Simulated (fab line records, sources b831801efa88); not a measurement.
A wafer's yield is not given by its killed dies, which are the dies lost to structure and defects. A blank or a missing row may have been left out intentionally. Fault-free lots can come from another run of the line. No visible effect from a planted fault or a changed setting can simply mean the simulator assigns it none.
Check of tool commonality :: flow gf180mcu :: 10 lots, 30 wafers sampled

## THE REASON FOR OPENING IT
Of 10 lots, 3 have the reading DNWELL_TW flagged at GF_DNWELL_TW_MEAS_09. Wafers without a fault read 1348, standard deviation 15.
Rule: a lot is flagged when every wafer of it that has a number lies more than 4 standard deviations from that mean, or none has a number. The other lots count as sound.

lot: L826
measured: day 2 19:49
on: film metro-04
DNWELL_TW, wafer by wafer: 1343 1345 1350
flag: 

lot: L827
measured: day 3 00:25
on: film metro-02
DNWELL_TW, wafer by wafer: 1332 1335 1334
flag: 

lot: L828
measured: day 3 04:17
on: film metro-01
DNWELL_TW, wafer by wafer: 1367 1372 1371
flag: 

lot: L829
measured: day 3 10:58
on: film metro-04
DNWELL_TW, wafer by wafer: 1351 1345 1345
flag: 

lot: L830
measured: day 3 14:34
on: film metro-02
DNWELL_TW, wafer by wafer: 1333 1336 1336
flag: 

lot: L831
measured: day 3 21:58
on: film metro-01
DNWELL_TW, wafer by wafer: 1362 1354 1369
flag: 

lot: L834
measured: day 4 11:46
on: film metro-01
DNWELL_TW, wafer by wafer: 1369 1363 1362
flag: 

lot: L838
measured: day 5 09:38
on: film metro-01
DNWELL_TW, wafer by wafer: 2563 2563 2567
flag: FLAGGED

lot: L839
measured: day 5 13:56
on: film metro-01
DNWELL_TW, wafer by wafer: 2565 2572 2574
flag: FLAGGED

lot: L840
measured: day 5 19:10
on: film metro-04
DNWELL_TW, wafer by wafer: 2537 2522 2544
flag: FLAGGED
Average over the flagged lots: 2556; offset from the usual +1208, equal to +81 standard deviations.

## WHICH TOOL EACH LOT WENT THROUGH
The record keeps 1 process step preceding the reading, out of 602 steps on the route. Read each cell as the tool, then ch plus the chambers that the sampled wafers visited, then the start.
lot: L826
flag: 
GF_DNWELL_IMPLANT_07: implanter-03 ch 0, day 2 19:34

lot: L827
flag: 
GF_DNWELL_IMPLANT_07: implanter-03 ch 0, day 3 00:10

lot: L828
flag: 
GF_DNWELL_IMPLANT_07: implanter-01 ch 0, day 3 04:02

lot: L829
flag: 
GF_DNWELL_IMPLANT_07: implanter-04 ch 0, day 3 10:43

lot: L830
flag: 
GF_DNWELL_IMPLANT_07: implanter-01 ch 0, day 3 14:20

lot: L831
flag: 
GF_DNWELL_IMPLANT_07: implanter-03 ch 0, day 3 21:43

lot: L834
flag: 
GF_DNWELL_IMPLANT_07: implanter-03 ch 0, day 4 11:32

lot: L838
flag: FLAGGED
GF_DNWELL_IMPLANT_07: implanter-03 ch 0, day 5 09:23

lot: L839
flag: FLAGGED
GF_DNWELL_IMPLANT_07: implanter-01 ch 0, day 5 13:41

lot: L840
flag: FLAGGED
GF_DNWELL_IMPLANT_07: implanter-03 ch 0, day 5 18:53
These steps, and what they do:
- GF_DNWELL_IMPLANT_07
- GF_DNWELL_TW_MEAS_09

## FLAGGED AGAINST TOTAL, ONE TOOL AT A TIME (gauges that did the reading follow at the end)
step: GF_DNWELL_IMPLANT_07
tool: implanter-01
lots run: 3
flagged: 1
share of the flagged lots: some
sound lots run after its first flagged lot: 0

step: GF_DNWELL_IMPLANT_07
tool: implanter-03
lots run: 6
flagged: 2
share of the flagged lots: some
sound lots run after its first flagged lot: 0

step: GF_DNWELL_IMPLANT_07
tool: implanter-04
lots run: 1
flagged: 0
share of the flagged lots: none
sound lots run after its first flagged lot: -

step: GF_DNWELL_TW_MEAS_09
tool: film metro-01
lots run: 5
flagged: 2
share of the flagged lots: some
sound lots run after its first flagged lot: 0

step: GF_DNWELL_TW_MEAS_09
tool: film metro-02
lots run: 2
flagged: 0
share of the flagged lots: none
sound lots run after its first flagged lot: -

step: GF_DNWELL_TW_MEAS_09
tool: film metro-04
lots run: 3
flagged: 1
share of the flagged lots: some
sound lots run after its first flagged lot: 0

## WHAT IS ALLOWED BY THE TABLE
No row of the table ran every flagged lot.

## WHAT THE SIMULATOR HAD PUT IN
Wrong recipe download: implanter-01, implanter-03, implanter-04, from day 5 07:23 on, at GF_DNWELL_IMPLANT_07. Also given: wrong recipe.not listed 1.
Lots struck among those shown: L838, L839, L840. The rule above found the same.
